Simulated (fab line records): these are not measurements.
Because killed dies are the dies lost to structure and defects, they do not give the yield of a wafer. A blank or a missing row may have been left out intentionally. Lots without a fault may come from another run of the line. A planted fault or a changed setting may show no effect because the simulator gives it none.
What tool caused it? / flow sky130 / 11 lots with 33 wafers sampled at 6 steps, on a route of 708 steps

## WHAT THE GAUGES READ, wafer by wafer
SKY_PWDE_TW_MEAS_10.
lot=L219; measured=day 4 02:46; on=film metro-03; PWDE_TW=378.6 376.8 376.3
lot=L220; measured=day 4 10:07; on=film metro-02; PWDE_TW=374.5 377.4 376.6
lot=L223; measured=day 4 21:17; on=film metro-04; PWDE_TW=373.1 372.6 373.2
lot=L225; measured=day 5 09:53; on=film metro-02; PWDE_TW=363.0 362.6 361.2
lot=L226; measured=day 5 14:25; on=film metro-03; PWDE_TW=362.1 363.0 362.7
lot=L228; measured=day 5 22:10; on=film metro-03; PWDE_TW=365.6 367.0 364.6
lot=L237; measured=day 7 23:58; on=film metro-02; PWDE_TW=376.1 376.1 377.4
lot=L238; measured=day 8 05:58; on=film metro-03; PWDE_TW=376.1 375.9 376.1
lot=L240; measured=day 8 19:52; on=film metro-03; PWDE_TW=374.8 377.8 374.4
lot=L241; measured=day 9 01:26; on=film metro-04; PWDE_TW=371.6 372.3 370.8
lot=L242; measured=day 9 06:52; on=film metro-02; PWDE_TW=375.7 375.7 375.9

SKY_NWELL_RS_MEAS_29: measurement is done with a four-point probe.
lot=L219; measured=day 5 14:44; on=film metro-02; NWELL_RS (ohm/sq)=623.2 624.5 623.1
lot=L220; measured=day 5 22:02; on=film metro-04; NWELL_RS (ohm/sq)=625.1 625.0 624.2
lot=L223; measured=day 6 11:01; on=film metro-02; NWELL_RS (ohm/sq)=625.3 624.0 625.5
lot=L225; measured=day 7 00:50; on=film metro-04; NWELL_RS (ohm/sq)=623.2 623.6 624.4
lot=L226; measured=day 7 05:44; on=film metro-04; NWELL_RS (ohm/sq)=623.0 623.3 622.5
lot=L228; measured=day 7 13:17; on=film metro-03; NWELL_RS (ohm/sq)=624.3 623.3 626.9
lot=L237; measured=day 9 16:26; on=film metro-03; NWELL_RS (ohm/sq)=625.4 624.7 623.5
lot=L238; measured=day 10 03:25; on=film metro-02; NWELL_RS (ohm/sq)=628.2 625.5 625.1
lot=L240; measured=day 10 12:07; on=film metro-03; NWELL_RS (ohm/sq)=626.1 626.6 627.1
lot=L241; measured=day 10 20:29; on=film metro-03; NWELL_RS (ohm/sq)=625.0 624.4 624.8
lot=L242; measured=day 11 03:59; on=film metro-04; NWELL_RS (ohm/sq)=625.3 624.0 624.9

SKY_NWELL_RS_MEAS_31: measurement is done with a four-point probe.
lot=L219; measured=day 5 14:59; on=film metro-02; PWDE_RS (ohm/sq)=5264 5256 5263
lot=L220; measured=day 5 22:17; on=film metro-04; PWDE_RS (ohm/sq)=5265 5284 5262
lot=L223; measured=day 6 11:15; on=film metro-02; PWDE_RS (ohm/sq)=5264 5275 5265
lot=L225; measured=day 7 01:04; on=film metro-04; PWDE_RS (ohm/sq)=5755 5761 5767
lot=L226; measured=day 7 05:59; on=film metro-04; PWDE_RS (ohm/sq)=5812 5789 5798
lot=L228; measured=day 7 13:32; on=film metro-03; PWDE_RS (ohm/sq)=5757 5765 5770
lot=L237; measured=day 9 16:41; on=film metro-03; PWDE_RS (ohm/sq)=5262 5273 5267
lot=L238; measured=day 10 03:40; on=film metro-02; PWDE_RS (ohm/sq)=5251 5252 5271
lot=L240; measured=day 10 12:22; on=film metro-03; PWDE_RS (ohm/sq)=5273 5244 5262
lot=L241; measured=day 10 20:44; on=film metro-03; PWDE_RS (ohm/sq)=5294 5275 5299
lot=L242; measured=day 11 04:14; on=film metro-04; PWDE_RS (ohm/sq)=5245 5254 5257

SKY_POLY_GATE_THK_MEAS_04.
lot=L219; measured=day 15 12:21; on=film metro-01; POLY_GATE_CVD_03_THK (nm)=74.7 74.4 74.5
lot=L220; measured=day 15 20:35; on=film metro-01; POLY_GATE_CVD_03_THK (nm)=74.3 74.6 74.9
lot=L223; measured=day 16 16:30; on=film metro-03; POLY_GATE_CVD_03_THK (nm)=75.1 75.1 74.8
lot=L225; measured=day 17 08:46; on=film metro-01; POLY_GATE_CVD_03_THK (nm)=74.8 75.3 74.4
lot=L226; measured=day 17 21:10; on=film metro-03; POLY_GATE_CVD_03_THK (nm)=75.3 75.1 75.1
lot=L228; measured=day 18 09:18; on=film metro-03; POLY_GATE_CVD_03_THK (nm)=74.5 73.5 74.0
lot=L237; measured=day 21 10:44; on=film metro-01; POLY_GATE_CVD_03_THK (nm)=73.4 73.4 73.7
lot=L238; measured=day 22 07:20; on=film metro-01; POLY_GATE_CVD_03_THK (nm)=74.8 74.4 74.8
lot=L240; measured=day 22 13:29; on=film metro-03; POLY_GATE_CVD_03_THK (nm)=73.5 73.7 73.4
lot=L241; measured=day 23 02:16; on=film metro-04; POLY_GATE_CVD_03_THK (nm)=73.5 74.0 73.8
lot=L242; measured=day 23 11:32; on=film metro-04; POLY_GATE_CVD_03_THK (nm)=75.4 74.6 75.8

## TOOL THAT RAN EACH LOT (tool first, then ch and the chambers of the sampled wafers, then the start)
lot=L219; SKY_PWDE_IMPLANT_08=implanter-03 ch 0, day 4 02:31; SKY_NWELL_STRIP_25=plasma asher-02 ch 1, day 5 14:26
lot=L220; SKY_PWDE_IMPLANT_08=implanter-03 ch 0, day 4 09:52; SKY_NWELL_STRIP_25=plasma asher-03 ch 0,1, day 5 21:44
lot=L223; SKY_PWDE_IMPLANT_08=implanter-03 ch 0, day 4 21:03; SKY_NWELL_STRIP_25=plasma asher-02 ch 1, day 6 10:41
lot=L225; SKY_PWDE_IMPLANT_08=implanter-03 ch 0, day 5 09:40; SKY_NWELL_STRIP_25=plasma asher-03 ch 0,1, day 7 00:31
lot=L226; SKY_PWDE_IMPLANT_08=implanter-03 ch 0, day 5 14:11; SKY_NWELL_STRIP_25=plasma asher-03 ch 0,1, day 7 05:25
lot=L228; SKY_PWDE_IMPLANT_08=implanter-03 ch 0, day 5 21:55; SKY_NWELL_STRIP_25=plasma asher-03 ch 0,1, day 7 12:59
lot=L237; SKY_PWDE_IMPLANT_08=implanter-01 ch 0, day 7 23:43; SKY_NWELL_STRIP_25=plasma asher-01 ch 0,1, day 9 16:08
lot=L238; SKY_PWDE_IMPLANT_08=implanter-03 ch 0, day 8 05:43; SKY_NWELL_STRIP_25=plasma asher-02 ch 0,1, day 10 03:07
lot=L240; SKY_PWDE_IMPLANT_08=implanter-02 ch 0, day 8 19:37; SKY_NWELL_STRIP_25=plasma asher-03 ch 0,1, day 10 11:49
lot=L241; SKY_PWDE_IMPLANT_08=implanter-01 ch 0, day 9 01:13; SKY_NWELL_STRIP_25=plasma asher-01 ch 0,1, day 10 20:07
lot=L242; SKY_PWDE_IMPLANT_08=implanter-03 ch 0, day 9 06:37; SKY_NWELL_STRIP_25=plasma asher-01 ch 0, day 11 03:32
- SKY_PWDE_IMPLANT_08
- SKY_NWELL_STRIP_25: strips in O2/N2.

## WHAT THE TOOLS THEMSELVES READ (means of the sampled wafers that have a number; where no wafer has one, the mark that the record gives instead)
SKY_PWDE_IMPLANT_08.
lot=L219; tool=implanter-03; beam energy keV=150.06; dose ions cm2=3.6e+12; faraday current uA=20.1
lot=L220; tool=implanter-03; beam energy keV=150.00; dose ions cm2=3.6e+12; faraday current uA=19.8
lot=L223; tool=implanter-03; beam energy keV=150.03; dose ions cm2=3.6e+12; faraday current uA=20.5
lot=L225; tool=implanter-03; beam energy keV=150.07; dose ions cm2=3.2e+12; faraday current uA=18.1
lot=L226; tool=implanter-03; beam energy keV=149.96; dose ions cm2=3.2e+12; faraday current uA=18.1
lot=L228; tool=implanter-03; beam energy keV=150.00; dose ions cm2=3.2e+12; faraday current uA=18.4
lot=L237; tool=implanter-01; beam energy keV=150.04; dose ions cm2=3.6e+12; faraday current uA=20.6
lot=L238; tool=implanter-03; beam energy keV=150.05; dose ions cm2=3.6e+12; faraday current uA=20.5
lot=L240; tool=implanter-02; beam energy keV=149.99; dose ions cm2=3.6e+12; faraday current uA=20.1
lot=L241; tool=implanter-01; beam energy keV=149.96; dose ions cm2=3.6e+12; faraday current uA=20.4
lot=L242; tool=implanter-03; beam energy keV=150.04; dose ions cm2=3.6e+12; faraday current uA=20.3

SKY_NWELL_STRIP_25.
lot=L219; tool=plasma asher-02; chamber pressure mTorr (mTorr)=1500.2; drypump motor current A (A)=5.3; oes product au (a.u.)=0.722; strip time to endpoint s (s)=37.10
lot=L220; tool=plasma asher-03; chamber pressure mTorr (mTorr)=1500.7; drypump motor current A (A)=6.0; oes product au (a.u.)=0.722; strip time to endpoint s (s)=36.96
lot=L223; tool=plasma asher-02; chamber pressure mTorr (mTorr)=1500.0; drypump motor current A (A)=5.3; oes product au (a.u.)=0.723; strip time to endpoint s (s)=36.85
lot=L225; tool=plasma asher-03; chamber pressure mTorr (mTorr)=1501.2; drypump motor current A (A)=6.1; oes product au (a.u.)=0.725; strip time to endpoint s (s)=36.95
lot=L226; tool=plasma asher-03; chamber pressure mTorr (mTorr)=1501.1; drypump motor current A (A)=6.1; oes product au (a.u.)=0.723; strip time to endpoint s (s)=36.81
lot=L228; tool=plasma asher-03; chamber pressure mTorr (mTorr)=1500.3; drypump motor current A (A)=6.1; oes product au (a.u.)=0.726; strip time to endpoint s (s)=37.07
lot=L237; tool=plasma asher-01; chamber pressure mTorr (mTorr)=1501.2; drypump motor current A (A)=5.8; oes product au (a.u.)=0.723; strip time to endpoint s (s)=37.09
lot=L238; tool=plasma asher-02; chamber pressure mTorr (mTorr)=1500.5; drypump motor current A (A)=5.6; oes product au (a.u.)=0.722; strip time to endpoint s (s)=36.96
lot=L240; tool=plasma asher-03; chamber pressure mTorr (mTorr)=1500.3; drypump motor current A (A)=6.1; oes product au (a.u.)=0.724; strip time to endpoint s (s)=37.05
lot=L241; tool=plasma asher-01; chamber pressure mTorr (mTorr)=1500.1; drypump motor current A (A)=5.6; oes product au (a.u.)=0.722; strip time to endpoint s (s)=37.09
lot=L242; tool=plasma asher-01; chamber pressure mTorr (mTorr)=1498.9; drypump motor current A (A)=5.4; oes product au (a.u.)=0.721; strip time to endpoint s (s)=36.93

## THE ANSWER, worked out from the rows above alone
Rule: usual is defined by the lots themselves. Put in order of their means at a reading, lots are off if they are a third of the lots or fewer, leave a main group of 4 or more, and stand apart from it by a gap of 3 or more times the standard deviation of the main group's means; of several such gaps the widest counts. A main group whose means are all the same, to the digits that the tables above print for the reading, isn't used. Also off: a lot with no number at a reading for which 4 or more lots have one. Where the step has rows for the other lots, those lots are counted as sound. Order of review: gauges by route order, followed by the tools' own readings, for which a lot's mean as printed above is used. The first step at which some lot is off is used, and at that step the reading that is off furthest; a lot without a number counts as furthest.
Off: at SKY_PWDE_TW_MEAS_10 (PWDE_TW), L225, L226, L228. For the main group the mean is 375.2 and the standard deviation 1.8.
A tool fits if, at a process step before that reading, it ran every lot that is off, and no sound lot after the first of them. The gauges at SKY_PWDE_TW_MEAS_10 aren't tried: what is off there is off at SKY_PWDE_IMPLANT_08 too, on other tools, and a gauge's error can't cause that. No candidate that was tried fits.

## WHAT THE SIMULATOR PUT IN
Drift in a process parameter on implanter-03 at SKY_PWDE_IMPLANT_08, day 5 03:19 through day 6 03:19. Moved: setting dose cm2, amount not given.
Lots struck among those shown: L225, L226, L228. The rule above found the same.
